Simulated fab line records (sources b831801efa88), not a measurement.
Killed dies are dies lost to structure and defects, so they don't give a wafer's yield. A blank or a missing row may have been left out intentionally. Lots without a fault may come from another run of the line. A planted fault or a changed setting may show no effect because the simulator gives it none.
Chamber matching ; flow sfq_line ; SFQ_TRILAYER_I2_VIA_ETCH_VIA_ETCH_070 on rie_diel-04: 4 sister chambers
The step etches SiO2 in CHF3, stops on Nb, target depth 260 nm. 4 wafers are shown with their chamber, then 8 later ones without.

== WAFERS WITH THEIR CHAMBER ==
wafer;chamber;bias_w (W)
L961.1;3;79.99
L963.4;2;79.66
L963.5;0;79.60
L967.1;1;80.09

== WAFERS WHOSE CHAMBER IS MISSING ==
wafer;bias_w (W)
L967.2;79.88
L967.6;79.75
L968.1;80.16
L968.3;79.93
L968.6;79.74
L971.4;80.51
L971.5;80.23
L971.6;79.97

== WHICH CHAMBER EACH WENT THROUGH ==
wafer;from the rows above;in truth
L967.2;can't be placed: 3 or 1 or 2 or 0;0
L967.6;can't be placed: 2 or 0 or 3 or 1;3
L968.1;can't be placed: 1 or 3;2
L968.3;can't be placed: 3 or 1 or 2 or 0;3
L968.6;can't be placed: 2 or 0 or 3 or 1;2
L971.4;can't be placed: 1 or 3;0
L971.5;can't be placed: 1 or 3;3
L971.6;can't be placed: 3 or 1 or 2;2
Correct placement for 0 of the 8. These rows do not allow placing 8 (true chamber among the candidates in 6). Number placed wrongly: 0.
How it was worked out, from the rows above alone: a wafer's distance from a chamber is the root of the sum, over the readings, of the square of ((its reading less the chamber's mean) divided by the reading's scatter). The wafer belongs to the nearest chamber; if the next one is less than 2 further off, it can't be placed. Each chamber's mean is taken over the wafers shown for it. The scatter: with one shown wafer a chamber, the root of the mean of the squares of how far each hidden wafer lies from its nearest shown one.
